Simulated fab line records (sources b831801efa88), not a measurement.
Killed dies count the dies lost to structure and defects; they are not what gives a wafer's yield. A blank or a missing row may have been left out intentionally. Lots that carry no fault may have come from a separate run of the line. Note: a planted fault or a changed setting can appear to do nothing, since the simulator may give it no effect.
Which tool did it? -- flow sky130 -- 11 lots with 33 wafers sampled at 3 steps, on a route of 708 steps

## WHAT THE GAUGES SHOWED, per wafer
SKY_RES_PROTECT_TW_MEAS_08.
lot,measured,on,POLY_GATE_TW
L760,day 17 00:17,filmMetro-03,4028 4018 4028
L762,day 18 14:40,filmMetro-01,3963 3947 3955
L764,day 18 19:35,filmMetro-02,4080 4087 4081
L763,day 18 23:13,filmMetro-02,4066 4083 4092
L765,day 19 05:25,filmMetro-02,4062 4063 4052
L767,day 19 21:19,filmMetro-02,4085 4082 4079
L768,day 20 08:34,filmMetro-02,3566 3536 3561
L771,day 21 05:06,filmMetro-02,3586 3556 3569
L772,day 21 18:25,filmMetro-01,3998 4014 3996
L774,day 22 05:28,filmMetro-01,3999 3973 3961
L775,day 22 12:53,filmMetro-02,4103 4105 4122

## EACH LOT AND THE TOOL THAT RAN IT (in order: tool; ch and the chambers of the sampled wafers; start)
lot,SKY_POLY_GATE_IMPLANT_02,SKY_RES_PROTECT_STRIP_07
L760,"implanter-01 ch 0, day 17 00:02","plasmaAsher-01 ch 0,1, day 17 00:11"
L762,"implanter-01 ch 0, day 18 14:25","plasmaAsher-03 ch 0,1, day 18 14:34"
L764,"implanter-01 ch 0, day 18 19:22","plasmaAsher-01 ch 0,1, day 18 19:29"
L763,"implanter-01 ch 0, day 18 22:59","plasmaAsher-01 ch 0,1, day 18 23:07"
L765,"implanter-04 ch 0, day 19 05:10","plasmaAsher-01 ch 0,1, day 19 05:19"
L767,"implanter-04 ch 0, day 19 21:04","plasmaAsher-04 ch 0,1, day 19 21:13"
L768,"implanter-04 ch 0, day 20 08:20","plasmaAsher-04 ch 0,1, day 20 08:28"
L771,"implanter-04 ch 0, day 21 04:52","plasmaAsher-03 ch 0,1, day 21 04:59"
L772,"implanter-01 ch 0, day 21 18:11","plasmaAsher-03 ch 0,1, day 21 18:19"
L774,"implanter-01 ch 0, day 22 05:14","plasmaAsher-04 ch 0, day 22 05:22"
L775,"implanter-01 ch 0, day 22 12:38","plasmaAsher-01 ch 0,1, day 22 12:47"
- SKY_POLY_GATE_IMPLANT_02
- SKY_RES_PROTECT_STRIP_07: strips in O2/N2.

## THE ANSWER, worked out from the rows above alone
Rule: usual is defined by the lots themselves. Put in order of their means at a reading, lots are off if they are a third of the lots or fewer, leave a main group of 4 or more, and stand apart from it by a gap of 3 or more times the standard deviation of the main group's means; of several such gaps the widest counts. If all means in a main group match to the digits the tables above print for the reading, that group is not used. A lot without any number at a reading at which 4 lots or more have one is off too. Where the step has rows for the other lots, those lots are counted as sound.
Off: L768, L771, at SKY_RES_PROTECT_TW_MEAS_08 (POLY_GATE_TW). Main group: mean 4042, sd 51.
If a tool, at a process step before that reading, ran all the lots that are off and no sound lot after the first of them, it fits. Gauges at SKY_RES_PROTECT_TW_MEAS_08: tried the same way as those tools. One candidate fits, namely implanter-04 at SKY_POLY_GATE_IMPLANT_02. A fault onset in the window from L767 (day 19 21:04, its last sound lot) to L768 (day 20 08:20, its first lot off) fits.

## WHAT HAD BEEN PUT IN BY THE SIMULATOR
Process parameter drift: implanter-04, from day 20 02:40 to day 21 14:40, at SKY_POLY_GATE_IMPLANT_02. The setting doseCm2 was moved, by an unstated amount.
Shown lots that were struck: L768, L771. The rule above found the same.
